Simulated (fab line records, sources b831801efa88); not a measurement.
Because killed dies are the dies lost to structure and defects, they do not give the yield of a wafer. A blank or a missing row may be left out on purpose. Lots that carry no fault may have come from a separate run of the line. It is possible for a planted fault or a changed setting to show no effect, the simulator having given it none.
A struck lot beside a sound one / flow gf180mcu / 17 steps out of a route of 602
Sound: the wafers L963.2, L963.5, L963.6. Struck: wafers L976.4, L976.5, L976.6. At the end, the cause is stated.
Per side, at each step with rows, come the tool, then ch with its chambers, and then its first start. Under that, the readings that differ: sound wafers / struck wafers / difference of the means / sigmas: that difference in standard deviations of wafers without a fault.
alike: readings whose means differ by less than 2 such deviations, and words and numbers that are the same on both sides. not compared: withheld readings, readings that some wafer has no value for, bounds like >300 that may hide the same value, and numbers for which the record gives no deviation and whose values overlap.
A row with sigmas, a row that says differs or no value, or rows on one side alone: a step with any of these is where the two part. Non-overlapping numbers with no deviation appear without sigmas and do not part them. Lack of a reading on every wafer of one side parts them only where that side has two or more wafers.

first, 1 step without rows for these wafers: GF_STI_OXIDATION_01 (stabilise 600 s, purge 300 s, target thk 10 nm).
GF_STI_THK_MEAS_02:
  struck on filmMetro-01, day 5 20:32; sound on filmMetro-02, day 3 03:31
  alike: STI_OXIDATION_THK
then, 1 step without rows for these wafers: GF_STI_CVD_03 (deposits Si3N4 from DCS/NH3, target thk 207.16 nm, time 3551 s).
GF_STI_THK_MEAS_04:
  struck on filmMetro-04, day 5 22:35; sound on filmMetro-04, day 3 05:34
  alike: STI_CVD_03_THK
then, 7 steps without rows for these wafers: GF_STI_DEHYDRATE_05 (time 60 s); GF_STI_HMDS_06 (prime time 60 s); GF_STI_COAT_07 (resist thk 700 nm); GF_STI_SOFTBAKE_08 (time 60 s); GF_STI_EXPOSE_09 (exposes mask COMP, target cd 220 nm); GF_STI_PEB_10 (peb time 90 s); GF_STI_DEVELOP_11 (develop time 60 s).
GF_STI_CD_MEAS_12 targets a cd of 220 nm.
  struck on cdSem-01, day 6 13:40; sound on cdSem-02, day 3 18:46
  alike: cdNm
GF_STI_ETCH_13: etches the open film in CHF3/O2, stops on Si, target depth 282.31 nm, time 112.9 s.
  sound on rieDiel-04 ch 0,2,3, day 3 18:52; struck on rieDiel-02 ch 2,3, day 6 13:44
reading=oesProductAu (a.u.); sound=0.827 0.833 0.829; struck=0.963 0.968 0.969; difference=+0.137; sigmas=+25
reading=runLengthS (s); sound=141.1 141.5 141.4; struck=126.4 126.4 126.6; difference=-14.9; sigmas=-30
reading=throttleValvePct (%); sound=8.809 8.813 8.802; struck=8.843 8.853 8.842; difference=+0.038; sigmas=+4
reading=model.KrF_of_STI_COAT_07.thkNm (nm); sound=436 436 441; struck=475.4 472.4 473.4; difference=+36.1; sigmas=
  alike: chamberPressureMTorr, drypumpMotorCurrentA
  not compared: rfHoursCounterH
GF_STI_ETCH_14: etches Si in HBr/Cl2/O2, target depth 360 nm, time 102.9 s.
  sound on rieSi-02 ch 1,2, day 3 18:57; struck on rieSi-01 ch 0,1,3, day 6 13:49
reading=model.KrF_of_STI_COAT_07.thkNm (nm); sound=315.5 315.9 320.6; struck=356.8 351.8 354.7; difference=+37.1; sigmas=
  alike: chamberPressureMTorr, drypumpMotorCurrentA, oesProductAu, runLengthS, throttleValvePct
  not compared: rfHoursCounterH
GF_STI_STRIP_15: strips in O2/N2.
  sound on plasmaAsher-02 ch 0,1, day 3 19:02; struck on plasmaAsher-01 ch 0,1, day 6 13:55
reading=oesProductAu (a.u.); sound=0.385 0.378 0.380; struck=0.397 0.404 0.406; difference=+0.021; sigmas=+5
reading=stripTimeToEndpointS (s); sound=3.71 3.68 3.75; struck=4.11 4.06 4.09; difference=+0.37; sigmas=+12
  alike: chamberPressureMTorr, drypumpMotorCurrentA, heaterPowerW
  not compared: rfHoursCounterH
then, 1 step without rows for these wafers: GF_STI_CLEAN_16 (cleans in dHF, time 25 s).
GF_PASSIVATION_PROBE_99:
  sound wafers here have rows in the record (prober-01, day 31 09:41); struck ones have none

WHERE THEY PART
Earliest at GF_STI_ETCH_13; latest, in this record, at GF_PASSIVATION_PROBE_99.

WHY: what had been put in by the simulator
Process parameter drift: rieDiel-02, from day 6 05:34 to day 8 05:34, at GF_STI_ETCH_13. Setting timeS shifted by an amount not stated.
